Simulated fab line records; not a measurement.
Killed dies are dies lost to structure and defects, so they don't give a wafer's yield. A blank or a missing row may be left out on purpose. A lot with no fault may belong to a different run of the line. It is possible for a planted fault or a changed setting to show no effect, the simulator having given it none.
fab line records	flow sky130
[record] lots = 7	wafers = 21	lastDay = 50
route steps=708 shown PWDE@53 NWELL@56 PAD_OPEN@708
lots that met no fault: taken from a fault-free run of the same line
startH: hours from the record's first day to the start of the lot's first wafer shown	waitH: hours since the lot's step before	" as in the row above	L1.1+2: a row that stands for several wafers	- either no value or no given start	* or withheld: withheld	< > ~ a bound
route shown NAME@n: names a module that has steps shown in the file, with the first one's number in the route	usual: mean/standard deviation of fault-free wafers	same: alike in all rows	chamber/n: place in a boat	sites: the reading at each site	_std_site: standard deviation of those values	_edge_site: outer sites' mean less inner sites'	radiusMm: how far each site lies from the wafer's centre	mask NAME#n: copy n	behind: the tool/chamber that last shaped the wafer	hold: cause of the lot's hold/its duration in hours/its outcome	device: names the non-switching transistor (n, p or np)	end of line: tests of these same wafers at the route's end	step lacking rows: just its recipe	killed: not the wafer's yield, but the dies lost to structure and defects at the first sort	map: shows each die of a wafer: x if killed, . if not, _ if none is there
set.NAME: the setting as run; set.NAME@STEP: as run at that earlier step	model.NAME: the simulator's own value behind a step, which no gauge read
lots seen at some steps along the route; tables by step, rows by wafer
services: from which hour (startH, from the record's first day; less than 0 if before it) a tool's chamber was out of use, for how many hours, and why
[[steps]]
[step SKY_PWDE_IMPLANT_08]
[recipe] species = B	energyKev = 150	doseCm2 = 3.6e+12	tiltDeg = withheld
[step SKY_PWDE_STRIP_09]
[recipe] chemistry = O2/N2	powerW = 1400	pressureMtorr = 1500	platenTempC = withheld	o2FlowSccm = 3000	n2FlowSccm = 300	overashFraction = 0.5
[usual] drypumpMotorCurrentA = 6.05/0.25	n2FlowSccm = 300.0/0.91	oesProductAu = 0.723/0.005	stripTimeToEndpointS = 36.92/0.097
lot.wafer	tool	chamber	startH	waitH	drypumpMotorCurrentA	n2FlowSccm	oesProductAu	rfHoursCounterH	stripTimeToEndpointS
L567.1	plasmaAsher-02	0	93.76	0.1	5.91	299.4	0.725	40	36.90
L567.5	"	0	"	"	5.92	301.0	0.722	-	36.86
L567.6	"	1	"	"	5.54	299.4	0.721	-	36.86
L569.1	plasmaAsher-02	1	111.90	0.1	5.56	300.4	0.719	43	36.98
L569.5	"	1	"	"	5.58	300.6	0.727	-	36.98
L569.6	"	0	"	"	5.89	298.7	0.716	-	37.05
L572.1	plasmaAsher-03	1	128.25	0.1	5.79	300.5	0.724	1	36.97
L572.4	"	0	"	"	6.45	300.1	0.730	-	36.96
L572.6	"	0	"	"	6.47	299.6	0.715	-	36.99
L574.2	plasmaAsher-03	1	138.41	0.1	5.80	299.7	0.727	2	37.11
L574.3	"	0	"	"	6.48	301.6	0.720	-	37.03
L574.5	"	0	"	"	6.46	300.7	0.727	-	36.97
L573.1	plasmaAsher-01	0	138.90	0.1	6.16	299.1	0.716	33	36.86
L573.2	"	1	"	"	6.07	299.7	0.717	33	36.93
L573.4	"	0	"	"	6.17	300.6	0.722	-	36.87
L576.1	plasmaAsher-01	1	151.75	0.1	6.09	299.7	0.727	35	36.92
L576.4	"	1	"	"	6.10	302.5	0.728	-	36.94
L576.6	"	0	"	"	6.14	301.4	0.715	-	37.00
L586.3	plasmaAsher-01	0	196.89	0.1	6.16	299.8	0.716	-	36.81
L586.4	"	1	"	"	6.13	299.9	0.718	-	36.87
L586.6	"	1	"	"	6.11	300.3	0.722	-	36.82
[step SKY_PWDE_TW_MEAS_10]
[usual] PWDE_TW = 377/7.5
lot.wafer	tool	chamber	startH	waitH	PWDE_TW
L567.1	filmMetro-04	-	93.86	0.1	371
L567.5	"	-	"	"	369
L567.6	"	-	"	"	372
L569.1	filmMetro-04	-	112.00	0.1	367
L569.5	"	-	"	"	369
L569.6	"	-	"	"	367
L572.1	filmMetro-02	-	128.35	0.1	385
L572.4	"	-	"	"	386
L572.6	"	-	"	"	386
L574.2	filmMetro-04	-	138.52	0.1	368
L574.3	"	-	"	"	365
L574.5	"	-	"	"	364
L573.1	filmMetro-04	-	139.00	0.1	366
L573.2	"	-	"	"	365
L573.4	"	-	"	"	366
L576.1	filmMetro-02	-	151.85	0.1	386
L576.4	"	-	"	"	384
L576.6	"	-	"	"	384
L586.3	filmMetro-02	-	196.97	0.1	382
L586.4	"	-	"	"	382
L586.6	"	-	"	"	385
[step SKY_NWELL_DEHYDRATE_03]
[recipe] tempC = 200	timeS = 60
[step SKY_NWELL_HMDS_04]
[recipe] primeTimeS = 60	primeTempC = 120
[step SKY_NWELL_COAT_05]
[recipe] spinRpm = 1979	resistThkNm = 3000
[step SKY_NWELL_SOFTBAKE_06]
[recipe] tempC = 110	timeS = withheld
[step SKY_NWELL_EXPOSE_07]
[recipe] maskId = NWM	na = 0.6	sourceShape = conventional	sigmaOuter = 0.6	polarization = unpolarized	targetCdNm = 840	doseMj = 255
[step SKY_NWELL_PEB_08]
[recipe] tempC = 115	timeS = withheld
[step SKY_NWELL_DEVELOP_09]
[recipe] wallAngleDeg = 90	developer = TMAH	developTimeS = 60	devTempC = 23
[step SKY_NWELL_OVL_MEAS_10]
[usual] NWELL_00_OVL = -0.3/1.5
lot.wafer	tool	chamber	startH	waitH	NWELL_00_OVL[nm]
L567.1	overlay-02	-	110.15	-	-0.3
L567.5	"	-	"	"	-0.4
L567.6	"	-	"	"	-0.6
L569.1	overlay-02	-	129.25	-	2.5
L569.5	"	-	"	"	-0.7
L569.6	"	-	"	"	0.6
L572.1	overlay-02	-	146.32	-	-0.8
L572.4	"	-	"	"	-2.0
L572.6	"	-	"	"	-0.3
L574.2	overlay-02	-	156.70	-	1.4
L574.3	"	-	"	"	2.4
L574.5	"	-	"	"	-0.5
L573.1	overlay-01	-	157.05	-	-0.7
L573.2	"	-	"	"	0.3
L573.4	"	-	"	"	-1.1
L576.1	overlay-02	-	171.20	-	-0.9
L576.4	"	-	"	"	-1.7
L576.6	"	-	"	"	-1.7
L586.3	overlay-01	-	218.34	-	0.2
L586.4	"	-	"	"	-0.1
L586.6	"	-	"	"	-1.0
[step SKY_NWELL_IMPLANT_11]
[recipe] species = P	energyKev = 400	doseCm2 = 1.9e+13	tiltDeg = withheld
[step SKY_NWELL_IMPLANT_12]
[recipe] species = P	energyKev = 120	doseCm2 = 1.3e+12	tiltDeg = withheld
[usual] doseIonsCm2 = 1.3003e+12/1.3e+09	faradayCurrentUA = 7.31/0.15
lot.wafer	tool	chamber	startH	waitH	doseIonsCm2	faradayCurrentUA
L567.1	implanter-04	0	110.33	0.1	1.3017e+12	7.31
L567.5	"	0	"	"	1.3003e+12	7.36
L567.6	"	0	"	"	1.3018e+12	7.31
L569.1	implanter-03	0	129.43	0.1	1.3017e+12	7.13
L569.5	"	0	"	"	1.3026e+12	7.10
L569.6	"	0	"	"	1.2995e+12	7.38
L572.1	implanter-04	0	146.50	0.1	1.4647e+12	8.52
L572.4	"	0	"	"	1.4664e+12	8.34
L572.6	"	0	"	"	1.4626e+12	7.81
L574.2	implanter-03	0	156.91	0.1	1.3e+12	7.21
L574.3	"	0	"	"	1.3011e+12	7.25
L574.5	"	0	"	"	1.3017e+12	7.28
L573.1	implanter-04	0	157.23	0.1	1.4634e+12	8.36
L573.2	"	0	"	"	1.4611e+12	8.04
L573.4	"	0	"	"	1.4624e+12	8.33
L576.1	implanter-04	0	171.38	0.1	1.462e+12	8.21
L576.4	"	0	"	"	1.4627e+12	8.00
L576.6	"	0	"	"	1.462e+12	8.30
L586.3	implanter-03	0	218.56	0.1	1.3015e+12	7.23
L586.4	"	0	"	"	1.3016e+12	7.25
L586.6	"	0	"	"	1.3027e+12	7.22
[step SKY_NWELL_IMPLANT_13]
[recipe] species = P	energyKev = 50	doseCm2 = 7e+11	tiltDeg = withheld
[step SKY_NWELL_STRIP_14]
[recipe] chemistry = O2/N2	powerW = 1400	pressureMtorr = 1500	platenTempC = withheld	o2FlowSccm = 3000	n2FlowSccm = 300	overashFraction = 0.5
[usual] drypumpMotorCurrentA = 6.02/0.22	n2FlowSccm = 300.0/0.91	oesProductAu = 0.722/0.0042	stripTimeToEndpointS = 37.08/0.084
lot.wafer	tool	chamber	startH	waitH	drypumpMotorCurrentA	n2FlowSccm	oesProductAu	rfHoursCounterH	stripTimeToEndpointS
L567.1	plasmaAsher-01	0	110.63	0.1	6.15	300.1	0.727	30	37.23
L567.5	"	0	"	"	6.13	300.8	0.726	-	37.17
L567.6	"	1	"	"	6.11	299.6	0.719	-	37.27
L569.1	plasmaAsher-01	0	129.73	0.1	6.15	300.1	0.722	33	37.11
L569.5	"	1	"	"	6.06	299.7	0.733	-	37.13
L569.6	"	0	"	"	6.15	299.7	0.721	-	36.94
L572.1	plasmaAsher-04	1	146.80	0.1	6.30	299.6	0.722	45	37.13
L572.4	"	1	"	"	6.29	298.0	0.716	-	37.10
L572.6	"	1	"	"	6.28	300.3	0.721	-	36.94
L574.2	plasmaAsher-04	0	157.18	0.1	6.01	300.2	0.723	47	37.12
L574.3	"	0	"	"	6.03	299.2	0.718	-	36.93
L574.5	"	0	"	"	6.01	300.3	0.722	-	37.11
L573.1	plasmaAsher-01	0	157.53	0.1	6.15	300.6	0.723	35	37.10
L573.2	"	1	"	"	6.10	300.4	0.723	35	37.10
L573.4	"	1	"	"	6.11	300.3	0.719	-	37.01
L576.1	plasmaAsher-02	1	171.68	0.1	5.58	300.4	0.721	48	37.12
L576.4	"	1	"	"	5.54	300.9	0.722	-	37.14
L576.6	"	0	"	"	5.93	299.1	0.726	-	37.08
L586.3	plasmaAsher-01	1	218.85	0.1	6.09	299.0	0.725	-	37.01
L586.4	"	0	"	"	6.15	300.7	0.718	-	37.16
L586.6	"	1	"	"	6.11	298.3	0.721	-	37.02
[step SKY_NWELL_TW_MEAS_15]
[usual] NWELL_TW = 1819/33
lot.wafer	tool	chamber	startH	waitH	NWELL_TW
L567.1	filmMetro-02	-	110.73	0.1	1882
L567.5	"	-	"	"	1877
L567.6	"	-	"	"	1870
L569.1	filmMetro-04	-	129.83	0.1	1775
L569.5	"	-	"	"	1773
L569.6	"	-	"	"	1779
L572.1	filmMetro-03	-	146.90	0.1	1800
L572.4	"	-	"	"	1815
L572.6	"	-	"	"	1807
L574.2	filmMetro-02	-	157.29	0.1	1874
L574.3	"	-	"	"	1874
L574.5	"	-	"	"	1874
L573.1	filmMetro-02	-	157.63	0.1	1861
L573.2	"	-	"	"	1874
L573.4	"	-	"	"	1873
L576.1	filmMetro-03	-	171.78	0.1	1815
L576.4	"	-	"	"	1812
L576.6	"	-	"	"	1801
L586.3	filmMetro-04	-	218.93	0.1	1767
L586.4	"	-	"	"	1778
L586.6	"	-	"	"	1774
[step SKY_NWELL_DEHYDRATE_16]
[recipe] tempC = 200	timeS = 60
[step SKY_NWELL_HMDS_17]
[recipe] primeTimeS = 60	primeTempC = 120
[step SKY_NWELL_COAT_18]
[recipe] spinRpm = 2000	resistThkNm = 3000
[step SKY_NWELL_SOFTBAKE_19]
[recipe] tempC = 110	timeS = withheld
[step SKY_NWELL_EXPOSE_20]
[recipe] maskId = NWM_COMPLEMENT	na = 0.6	sourceShape = conventional	sigmaOuter = 0.6	polarization = unpolarized	targetCdNm = 840	doseMj = 260
[step SKY_NWELL_PEB_21]
[recipe] tempC = 115	timeS = withheld
[step SKY_NWELL_DEVELOP_22]
[recipe] wallAngleDeg = 90	developer = TMAH	developTimeS = 60	devTempC = 23
[step SKY_NWELL_OVL_MEAS_23]
[usual] NWELL_01_OVL = 0.5/1.6
lot.wafer	tool	chamber	startH	waitH	NWELL_01_OVL[nm]
L567.1	overlay-02	-	128.00	-	0.8
L567.5	"	-	"	"	0.7
L567.6	"	-	"	"	1.8
L569.1	overlay-01	-	147.92	-	-0.4
L569.5	"	-	"	"	0.5
L569.6	"	-	"	"	0.4
L572.1	overlay-02	-	165.72	-	-0.3
L572.4	"	-	"	"	-1.1
L572.6	"	-	"	"	-1.0
L574.2	overlay-01	-	177.38	-	-0.7
L574.3	"	-	"	"	-1.5
L574.5	"	-	"	"	-0.7
L573.1	overlay-01	-	178.07	-	-0.2
L573.2	"	-	"	"	-0.8
L573.4	"	-	"	"	-0.7
L576.1	overlay-02	-	192.63	-	2.6
L576.4	"	-	"	"	1.9
L576.6	"	-	"	"	1.8
L586.3	overlay-01	-	241.88	-	3.3
L586.4	"	-	"	"	1.7
L586.6	"	-	"	"	2.4
[step SKY_NWELL_IMPLANT_24]
[recipe] species = B	energyKev = 141.6	doseCm2 = 9.2e+12	tiltDeg = withheld
[step SKY_NWELL_STRIP_25]
[recipe] chemistry = O2/N2	powerW = 1400	pressureMtorr = 1500	platenTempC = withheld	o2FlowSccm = 3000	n2FlowSccm = 300	overashFraction = 0.5
[usual] drypumpMotorCurrentA = 5.97/0.25	n2FlowSccm = 300.1/0.97	oesProductAu = 0.723/0.0047	stripTimeToEndpointS = 36.92/0.1
lot.wafer	tool	chamber	startH	waitH	drypumpMotorCurrentA	n2FlowSccm	oesProductAu	rfHoursCounterH	stripTimeToEndpointS
L567.1	plasmaAsher-04	0	128.18	0.1	6.02	299.3	0.726	44	36.84
L567.5	"	1	"	"	6.26	302.0	0.721	-	36.79
L567.6	"	0	"	"	5.97	300.6	0.727	-	36.88
L569.1	plasmaAsher-02	0	148.10	0.1	5.98	300.4	0.725	46	36.90
L569.5	"	0	"	"	5.93	301.7	0.726	-	37.00
L569.6	"	1	"	"	5.58	300.4	0.723	-	37.00
L572.1	plasmaAsher-04	1	165.90	0.1	6.31	300.2	0.713	47	36.91
L572.4	"	0	"	"	6.02	298.5	0.729	-	36.83
L572.6	"	0	"	"	5.98	298.8	0.718	-	36.96
L574.2	plasmaAsher-04	0	177.56	0.1	6.02	301.4	0.726	49	36.70
L574.3	"	0	"	"	6.00	300.5	0.723	-	36.81
L574.5	"	1	"	"	6.28	299.5	0.721	-	36.90
L573.1	plasmaAsher-04	1	178.25	0.1	6.28	301.6	0.719	49	36.86
L573.2	"	0	"	"	6.02	300.7	0.721	49	36.88
L573.4	"	0	"	"	6.03	300.0	0.722	-	36.86
L576.1	plasmaAsher-01	1	192.81	0.1	6.11	301.4	0.724	39	36.91
L576.4	"	1	"	"	6.10	301.2	0.728	-	36.83
L576.6	"	1	"	"	6.10	302.8	0.727	-	36.85
L586.3	plasmaAsher-02	0	242.09	0.1	5.90	301.5	0.730	-	36.89
L586.4	"	1	"	"	5.50	301.4	0.722	-	36.92
L586.6	"	1	"	"	5.52	300.8	0.714	-	36.90
[step SKY_NWELL_TW_MEAS_26]
[usual] NWELL_2_TW = 498/11
lot.wafer	tool	chamber	startH	waitH	NWELL_2_TW
L567.1	filmMetro-04	-	128.28	0.1	487
L567.5	"	-	"	"	489
L567.6	"	-	"	"	488
L569.1	filmMetro-04	-	148.20	0.1	487
L569.5	"	-	"	"	485
L569.6	"	-	"	"	488
L572.1	filmMetro-02	-	166.00	0.1	508
L572.4	"	-	"	"	513
L572.6	"	-	"	"	511
L574.2	filmMetro-02	-	177.67	0.1	506
L574.3	"	-	"	"	510
L574.5	"	-	"	"	510
L573.1	filmMetro-02	-	178.35	0.1	509
L573.2	"	-	"	"	509
L573.4	"	-	"	"	510
L576.1	filmMetro-02	-	192.91	0.1	507
L576.4	"	-	"	"	508
L576.6	"	-	"	"	511
L586.3	filmMetro-03	-	242.17	0.1	494
L586.4	"	-	"	"	494
L586.6	"	-	"	"	495
[step SKY_NWELL_CLEAN_27]
[recipe] chemistry = SC1/SC2	mix = 1:4:20	tempC = 70	timeS = 150	dry = n2Spin
[step SKY_NWELL_RTA_28]
[recipe] tempC = 1050	timeS = 30	idleTempC = 650	rampUpCPerS = 150	rampDownCPerS = 90	ambient = N2
[usual] annealTempCMax = 1055.8/1.3	lampPowerPct = 25.31/0.051	wafer_temp_C_max = 1054.9/0.93
lot.wafer	tool	chamber	startH	waitH	annealTempCMax	lampPowerPct	wafer_temp_C_max
L567.1	rtpAnneal-02	0	128.39	0.0	1054.2	25.38	1056.3
L567.5	"	0	"	"	1054.4	25.34	1054.3
L567.6	"	0	"	"	1055.5	25.27	1054.9
L569.1	rtpAnneal-02	0	148.31	0.0	1055.9	25.31	1054.1
L569.5	"	0	"	"	1055.2	25.29	1054.5
L569.6	"	0	"	"	1054.0	25.36	1054.2
L572.1	rtpAnneal-02	0	166.16	0.0	1056.4	25.28	1053.9
L572.4	"	0	"	"	1056.6	25.32	1054.2
L572.6	"	0	"	"	1054.9	25.37	1054.2
L574.2	rtpAnneal-01	0	177.79	0.0	1055.4	25.25	1054.2
L574.3	"	0	"	"	1057.9	25.34	1054.5
L574.5	"	0	"	"	1059.1	25.34	1054.2
L573.1	rtpAnneal-02	0	178.51	0.0	1054.4	25.29	1058.0
L573.2	"	0	"	"	1055.9	25.26	1054.1
L573.4	"	0	"	"	1053.9	25.39	1055.8
L576.1	rtpAnneal-02	0	193.03	0.0	1054.6	25.33	1055.4
L576.4	"	0	"	"	1054.8	25.30	1054.9
L576.6	"	0	"	"	1054.7	25.28	1056.4
L586.3	rtpAnneal-02	0	242.36	0.0	1054.9	25.36	1053.6
L586.4	"	0	"	"	1057.2	25.22	1055.4
L586.6	"	0	"	"	1054.9	25.28	1055.7
[step SKY_NWELL_RS_MEAS_29]
[recipe] thkMeasGauge = four-point-probe
[usual] NWELL_RS = 625.1/1.4
lot.wafer	tool	chamber	startH	waitH	NWELL_RS[ohm/sq]
L567.1	filmMetro-04	-	128.49	0.1	623.9
L567.5	"	-	"	"	623.7
L567.6	"	-	"	"	625.1
L569.1	filmMetro-04	-	148.41	0.1	627.0
L569.5	"	-	"	"	626.1
L569.6	"	-	"	"	627.7
L572.1	filmMetro-02	-	166.26	0.1	622.5
L572.4	"	-	"	"	622.7
L572.6	"	-	"	"	621.2
L574.2	filmMetro-04	-	177.89	0.1	622.7
L574.3	"	-	"	"	625.8
L574.5	"	-	"	"	623.7
L573.1	filmMetro-02	-	178.61	0.1	621.7
L573.2	"	-	"	"	622.2
L573.4	"	-	"	"	620.8
L576.1	filmMetro-04	-	193.13	0.1	619.7
L576.4	"	-	"	"	619.6
L576.6	"	-	"	"	620.6
L586.3	filmMetro-02	-	242.46	0.1	626.7
L586.4	"	-	"	"	624.1
L586.6	"	-	"	"	627.5
[step SKY_PAD_OPEN_PROBE_99]
[usual] killed_at_M0_to_M3 = 44/7.3	killed_at_M4_up = 3.1/1.9	killedAtContacts = 24/5.3	killedAtFrontEnd = 15/4	killedAtOther = 0.4/0.6	killedDies = 86/9.2	killedOpen = 47/6.9	killedShort = 39/6.9
[same] grossDies = 492	killedAtBackSide = 0
lot.wafer	tool	chamber	startH	waitH	killed_at_M0_to_M3	killed_at_M4_up	killedAtContacts	killedAtFrontEnd	killedAtOther	killedDies	killedOpen	killedShort	model.etest.pfetG5v0d10v5.offLog10AUm	model.etest.pfet_01v8_lvt.offLog10AUm	model.etest.pfetG5v0d10v5.vtSatV	model.etest.pfet_16v.vtV	model.etest.pfetG5v0d10v5.vtV	model.etest.pfetG5v0d10v5.vtLongV	model.etest.pfet_01v8_lvt.vtSatV	model.etest.pfet_01v8_lvt.vtV
L567.1	prober-02	-	1094.53	0.1	44	1	27	17	0	89	47	42	-12.65	-8.945	-0.6463	-1.11	-0.8445	-0.9362	-0.4503	-0.5411
L567.5	prober-02	-	1094.73	0.2	48	8	26	16	2	100	51	48	-12.62	-9.011	-0.6506	-1.099	-0.8484	-0.9315	-0.4446	-0.5346
L567.6	prober-02	-	1094.78	0.2	45	9	19	10	0	83	37	46	-12.82	-9.131	-0.6608	-1.119	-0.8611	-0.947	-0.4494	-0.5411
L569.1	prober-02	-	1115.76	0.1	31	0	25	13	0	69	45	24	-12.53	-8.838	-0.6309	-1.107	-0.8228	-0.9357	-0.4445	-0.5321
L569.5	prober-02	-	1115.96	0.2	49	0	21	20	0	90	41	49	-12.56	-8.963	-0.6327	-1.11	-0.8231	-0.937	-0.4399	-0.5313
L569.6	prober-02	-	1116.01	0.2	32	3	21	13	0	69	39	30	-12.48	-8.846	-0.6217	-1.094	-0.8176	-0.9199	-0.4365	-0.5264
L572.1	prober-01	-	1133.20	0.1	45	4	22	21	0	92	57	35	-12.65	-8.928	-0.6393	-1.119	-0.8304	-0.9422	-0.4526	-0.544
L572.4	prober-01	-	1133.35	0.2	46	6	27	12	0	91	52	39	-12.73	-9.005	-0.6562	-1.117	-0.8405	-0.9498	-0.4541	-0.5442
L572.6	prober-01	-	1133.45	0.2	36	2	34	7	0	79	46	33	-12.69	-8.985	-0.6463	-1.115	-0.8275	-0.9466	-0.4531	-0.5407
L574.2	prober-02	-	1143.69	0.1	43	1	20	15	1	80	35	43	-12.52	-8.895	-0.6321	-1.101	-0.8302	-0.9328	-0.4453	-0.5375
L574.3	prober-02	-	1143.74	0.2	46	4	27	17	1	95	57	38	-12.7	-8.942	-0.6536	-1.106	-0.8491	-0.9384	-0.45	-0.5398
L574.5	prober-02	-	1143.84	0.2	47	3	26	11	0	87	46	40	-12.91	-8.941	-0.6759	-1.108	-0.8684	-0.941	-0.4545	-0.543
L573.1	prober-01	-	1146.69	0.1	37	0	21	18	0	76	45	31	-13.29	-9.325	-0.7221	-1.154	-0.908	-0.9816	-0.4828	-0.5685
L573.2	prober-01	-	1146.74	0.1	48	1	31	16	1	97	51	46	-13.15	-9.56	-0.6952	-1.145	-0.8734	-0.9679	-0.4916	-0.5722
L573.4	prober-01	-	1146.84	0.2	36	3	24	15	0	78	44	34	-13.26	-9.583	-0.7074	-1.154	-0.8849	-0.9781	-0.4877	-0.5715
L576.1	prober-02	-	1154.71	0.1	43	2	29	19	1	94	43	51	-13.07	-9.275	-0.6802	-1.133	-0.8562	-0.9587	-0.4715	-0.5547
L576.4	prober-02	-	1154.86	0.2	47	2	18	17	0	84	48	35	-13.11	-9.301	-0.6822	-1.135	-0.8592	-0.9542	-0.4774	-0.5595
L576.6	prober-02	-	1154.96	0.2	43	5	32	19	0	99	57	42	-13.24	-9.375	-0.7113	-1.13	-0.8873	-0.953	-0.4734	-0.5547
L586.3	prober-01	-	1195.16	0.2	37	7	35	12	0	91	51	39	-12.46	-8.645	-0.6223	-1.087	-0.8247	-0.916	-0.4331	-0.5276
L586.4	prober-01	-	1195.21	0.2	35	4	24	20	0	83	51	31	-12.67	-8.794	-0.6256	-1.075	-0.8245	-0.9089	-0.4398	-0.53
L586.6	prober-01	-	1195.31	0.2	45	2	33	18	0	98	48	50	-12.43	-8.735	-0.6146	-1.069	-0.8174	-0.9037	-0.4299	-0.5258
// killed by level:class
L567.1 VIA1:geometricParticle:open=12 VIA3:geometricParticle:open=9 CONTACT:geometricParticle:open=9 METAL1:geometricParticle:short=8 LI_CONTACT:geometricParticle:short=6 FIELD_ISO:geometricParticle:open=5 CONTACT:geometricParticle:short=5 FIELD_ISO:geometricParticle:short=4
L567.5 LI_CONTACT:geometricParticle:open=13 VIA1:geometricParticle:short=12 VIA3:geometricParticle:open=9 VIA1:geometricParticle:open=8 METAL4:geometricParticle:short=7 VIA2:geometricParticle:open=6 FIELD_ISO:geometricParticle:open=5 FIELD_ISO:geometricParticle:short=5
L567.6 METAL2:geometricParticle:short=9 VIA3:geometricParticle:open=9 LI_CONTACT:geometricParticle:open=7 METAL1:geometricParticle:short=7 METAL4:geometricParticle:short=7 CONTACT:geometricParticle:open=6 VIA1:geometricParticle:open=6 VIA1:geometricParticle:short=5
L569.1 VIA1:geometricParticle:open=10 LI_CONTACT:geometricParticle:open=8 CONTACT:geometricParticle:open=8 METAL2:geometricParticle:short=5 VIA3:geometricParticle:open=5 FIELD_ISO:geometricParticle:open=3 POLY_GATE:geometricParticle:short=3 LOCAL_INTERCONNECT:geometricParticle:open=3
L569.5 CONTACT:geometricParticle:open=8 METAL1:geometricParticle:short=8 METAL2:geometricParticle:short=8 VIA2:geometricParticle:open=7 VIA2:geometricParticle:short=6 POLY_GATE:geometricParticle:short=5 LI_CONTACT:geometricParticle:open=5 VIA3:geometricParticle:open=5
L569.6 CONTACT:geometricParticle:open=9 VIA1:geometricParticle:open=7 CONTACT:geometricParticle:short=5 VIA2:geometricParticle:open=5 VIA3:geometricParticle:open=5 POLY_GATE:geometricParticle:open=4 FIELD_ISO:geometricParticle:short=3 LI_CONTACT:geometricParticle:open=3
L572.1 VIA1:geometricParticle:open=10 VIA2:geometricParticle:short=8 VIA3:geometricParticle:open=8 FIELD_ISO:geometricParticle:open=7 LI_CONTACT:geometricParticle:open=7 CONTACT:geometricParticle:short=7 CONTACT:geometricParticle:open=7 VIA2:geometricParticle:open=4
L572.4 VIA1:geometricParticle:open=14 LI_CONTACT:geometricParticle:open=8 VIA2:geometricParticle:open=8 CONTACT:geometricParticle:open=6 CONTACT:geometricParticle:short=6 LOCAL_INTERCONNECT:geometricParticle:short=5 VIA1:geometricParticle:short=4 METAL2:geometricParticle:open=4
L572.6 LOCAL_INTERCONNECT:geometricParticle:short=10 CONTACT:geometricParticle:open=9 VIA1:geometricParticle:open=9 LI_CONTACT:geometricParticle:open=8 VIA3:geometricParticle:open=8 METAL2:geometricParticle:short=6 CONTACT:geometricParticle:short=5 VIA2:geometricParticle:open=5
L574.2 VIA1:geometricParticle:open=8 VIA2:geometricParticle:short=7 VIA3:geometricParticle:open=6 CONTACT:geometricParticle:open=5 METAL2:geometricParticle:short=5 CONTACT:geometricParticle:short=5 VIA2:geometricParticle:open=5 FIELD_ISO:geometricParticle:open=4
L574.3 CONTACT:geometricParticle:open=12 VIA2:geometricParticle:open=10 VIA1:geometricParticle:open=10 METAL1:geometricParticle:short=10 FIELD_ISO:geometricParticle:open=6 VIA3:geometricParticle:open=6 LI_CONTACT:geometricParticle:short=4 LOCAL_INTERCONNECT:geometricParticle:short=4
L574.5 VIA2:geometricParticle:open=11 VIA1:geometricParticle:open=8 LI_CONTACT:geometricParticle:open=7 CONTACT:geometricParticle:short=7 VIA3:geometricParticle:open=7 LOCAL_INTERCONNECT:geometricParticle:short=5 METAL1:geometricParticle:short=5 FIELD_ISO:geometricParticle:open=4
L573.1 FIELD_ISO:geometricParticle:open=7 VIA3:geometricParticle:open=7 VIA1:geometricParticle:open=6 LI_CONTACT:geometricParticle:open=5 METAL2:geometricParticle:short=5 VIA2:geometricParticle:open=5 FIELD_ISO:geometricParticle:short=4 POLY_GATE:geometricParticle:open=4
L573.2 VIA2:geometricParticle:open=11 CONTACT:geometricParticle:open=10 LOCAL_INTERCONNECT:geometricParticle:short=8 VIA3:geometricParticle:open=7 METAL1:geometricParticle:short=7 METAL2:geometricParticle:short=5 LI_CONTACT:geometricParticle:open=5 FIELD_ISO:geometricParticle:open=4
L573.4 VIA1:geometricParticle:open=13 CONTACT:geometricParticle:open=8 LI_CONTACT:geometricParticle:open=7 VIA3:geometricParticle:short=4 POLY_GATE:geometricParticle:short=4 CONTACT:geometricParticle:short=4 METAL1:geometricParticle:short=4 VIA2:geometricParticle:open=4
L576.1 CONTACT:geometricParticle:open=10 VIA2:geometricParticle:open=8 VIA3:geometricParticle:open=7 FIELD_ISO:geometricParticle:short=6 CONTACT:geometricParticle:short=6 VIA1:geometricParticle:open=6 VIA3:geometricParticle:short=6 LOCAL_INTERCONNECT:geometricParticle:short=5
L576.4 VIA2:geometricParticle:open=13 VIA1:geometricParticle:open=8 FIELD_ISO:geometricParticle:open=6 LI_CONTACT:geometricParticle:open=6 VIA2:geometricParticle:short=6 CONTACT:geometricParticle:open=5 METAL1:geometricParticle:short=5 CONTACT:geometricParticle:short=4
L576.6 LI_CONTACT:geometricParticle:open=12 CONTACT:geometricParticle:open=10 VIA1:geometricParticle:open=7 VIA1:geometricParticle:short=6 VIA2:geometricParticle:open=6 VIA3:geometricParticle:open=6 FIELD_ISO:geometricParticle:open=4 CONTACT:geometricParticle:short=4
L586.3 CONTACT:geometricParticle:open=12 LI_CONTACT:geometricParticle:open=12 VIA1:geometricParticle:open=11 LOCAL_INTERCONNECT:geometricParticle:short=7 VIA1:geometricParticle:short=5 VIA3:geometricParticle:short=5 METAL4:geometricParticle:short=4 METAL2:geometricParticle:short=3
L586.4 CONTACT:geometricParticle:open=12 VIA1:geometricParticle:open=11 VIA3:geometricParticle:open=8 FIELD_ISO:geometricParticle:open=4 POLY_GATE:geometricParticle:short=4 FIELD_ISO:geometricParticle:short=3 POLY_GATE:geometricParticle:open=3 SPACER:geometricParticle:open=3
L586.6 CONTACT:geometricParticle:open=10 LI_CONTACT:geometricParticle:open=8 METAL2:geometricParticle:short=8 FIELD_ISO:geometricParticle:open=7 CONTACT:geometricParticle:short=7 VIA3:geometricParticle:open=7 METAL1:geometricParticle:short=6 VIA1:geometricParticle:open=6
[[services]]
tool	chamber	startH	hours	kind
rtpAnneal-01	-	76.50	40.0	pm
plasmaAsher-03	-	108.75	9.0	pm
plasmaAsher-03	0	108.75	9.0	ventCycle
plasmaAsher-03	1	108.75	9.0	ventCycle
plasmaAsher-03	0	117.75	-	clean
plasmaAsher-03	1	117.75	-	clean
implanter-04	-	186.75	3.6	repair
implanter-03	-	193.92	0.9	repair
[[key]]
[firstSign] step = SKY_NWELL_IMPLANT_12	reading = doseIonsCm2	direction = up	sigmas = 99+	usual = *	struck = *
[effect] step = SKY_NWELL_IMPLANT_12	reading = faradayCurrentUA	direction = up	sigmas = 6.1	usual = 7.31	struck = 8.21
[effect] step = SKY_NWELL_RS_MEAS_29	reading = NWELL_RS	direction = down	sigmas = 2.8	usual = 625.1	struck = 621.2
[modelEffect] step = SKY_PAD_OPEN_PROBE_99	value = etest.pfetG5v0d10v5.offLog10AUm	without = -12.51	struck = -13.02
metAt SKY_NWELL_IMPLANT_12
struckWafers L572.1,L572.4,L572.6,L573.1,L573.2,L573.4,L576.1,L576.4,L576.6
testerLeftOut L572,L573,L576
onsetBetween 110.33 146.50
[fault] kind = processParameterDrift	tool = implanter-04	chamber = -	onsetH = 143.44	steps = SKY_NWELL_IMPLANT_12	channel = doseCm2	offset = *	shape = step	endH = 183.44	actsIn = *	stated = *
// testerLeftOut: of these lots the tester's yield and bins aren't shown, on N5 and GAA mostly nor the transistor test; their killed dies are dies lost to structure and defects alone, not to doping, threshold or leakage, so they don't give the yield
